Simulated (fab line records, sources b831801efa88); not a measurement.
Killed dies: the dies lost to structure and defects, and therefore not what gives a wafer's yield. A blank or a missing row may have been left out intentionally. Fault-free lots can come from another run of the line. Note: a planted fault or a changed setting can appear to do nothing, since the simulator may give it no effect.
Chamber matching ; flow sky130 ; cmp-02 running SKY_VIA4_CMP_02: 4 sister chambers
The step polishes SiO2. 4 wafers are shown with their chamber, then 12 later ones without.

EACH WAFER AND ITS CHAMBER
wafer;chamber;motor current A (A)
L083.2;1;11.3
L083.6;3;11.6
L086.1;2;12.6
L086.5;0;11.1

WAFERS WITH NO CHAMBER GIVEN
wafer;motor current A (A)
L088.2;11.4
L088.4;11.8
L088.5;11.9
L091.2;11.9
L091.3;12.5
L091.4;11.9
L093.3;11.3
L093.4;11.6
L093.5;11.0
L097.1;11.8
L097.2;10.8
L097.4;10.5

WHICH CHAMBER EACH WENT THROUGH
wafer;from the rows above;in truth
L088.2;can't be placed: 1 or 3 or 0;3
L088.4;can't be placed: 3 or 1 or 0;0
L088.5;can't be placed: 3 or 1 or 2 or 0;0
L091.2;can't be placed: 3 or 1 or 2 or 0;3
L091.3;2;2
L091.4;can't be placed: 3 or 1 or 2 or 0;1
L093.3;can't be placed: 1 or 0 or 3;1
L093.4;can't be placed: 3 or 1 or 0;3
L093.5;can't be placed: 0 or 1 or 3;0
L097.1;can't be placed: 3 or 1 or 0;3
L097.2;can't be placed: 0 or 1 or 3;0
L097.4;can't be placed: 0 or 1 or 3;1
Correct placement for 1 of the 12. Not placeable from these rows: 11 (in 11, the candidates include the true chamber). 0 placed wrongly.
How it was worked out, from the rows above alone: a wafer's distance from a chamber is the root of the sum, over the readings, of the square of ((its reading less the chamber's mean) divided by the reading's scatter). If the next closest chamber is less than 2 further off than the closest, the wafer can't be placed; otherwise it belongs to the closest. The mean given for a chamber averages the wafers shown for that chamber. The scatter: with one shown wafer a chamber, the root of the mean of the squares of how far each hidden wafer lies from its nearest shown one.
